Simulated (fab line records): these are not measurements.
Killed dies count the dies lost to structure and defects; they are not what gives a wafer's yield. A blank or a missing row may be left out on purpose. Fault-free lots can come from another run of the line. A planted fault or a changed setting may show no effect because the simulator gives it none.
Chamber matching -- flow sky130 -- rie diel-04 running SKY_VIA4_ETCH_12: 4 sister chambers
The step etches SiO2 in C4F8/O2/Ar, stops on TiN, target depth 580 nm. 8 wafers are shown with their chamber, then 12 later ones without.

WAFERS PAIRED WITH THEIR CHAMBERS
wafer,chamber,oes product au (a.u.)
L085.5,1,0.926
L088.1,2,0.940
L088.3,3,0.930
L089.1,3,0.924
L089.3,1,0.930
L091.1,0,0.924
L091.3,2,0.923
L091.5,0,0.928

WAFERS WITH NO CHAMBER GIVEN
wafer,oes product au (a.u.)
L093.1,0.930
L093.2,0.923
L093.3,0.941
L093.4,0.925
L093.5,0.926
L093.6,0.926
L094.3,0.923
L094.4,0.933
L094.5,0.921
L095.2,0.928
L095.3,0.929
L095.6,0.928

THE CHAMBER EACH PASSED THROUGH
wafer,from the rows above,in truth
L093.1,can't be placed: 2 or 1 or 3 or 0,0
L093.2,can't be placed: 0 or 3 or 1 or 2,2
L093.3,can't be placed: 2 or 1 or 3 or 0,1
L093.4,can't be placed: 0 or 3 or 1 or 2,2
L093.5,can't be placed: 0 or 3 or 1 or 2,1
L093.6,can't be placed: 0 or 3 or 1 or 2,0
L094.3,can't be placed: 0 or 3 or 1 or 2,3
L094.4,can't be placed: 2 or 1 or 3 or 0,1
L094.5,can't be placed: 0 or 3 or 1 or 2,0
L095.2,can't be placed: 1 or 3 or 0 or 2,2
L095.3,can't be placed: 1 or 3 or 2 or 0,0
L095.6,can't be placed: 1 or 3 or 0 or 2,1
Placed correctly: 0 of 12. Not placeable from these rows: 12 (in 12, the candidates include the true chamber). Wrongly placed: 0.
How it was worked out, from the rows above alone: a wafer's distance from a chamber is the root of the sum, over the readings, of the square of ((its reading less the chamber's mean) divided by the reading's scatter). If the next closest chamber is less than 2 further off than the closest, the wafer can't be placed; otherwise it belongs to the closest. The mean given for a chamber averages the wafers shown for that chamber. The scatter: take each reading less its chamber's mean, square it, sum over the shown wafers, divide by the number of wafers less the number of chambers, and take the root.
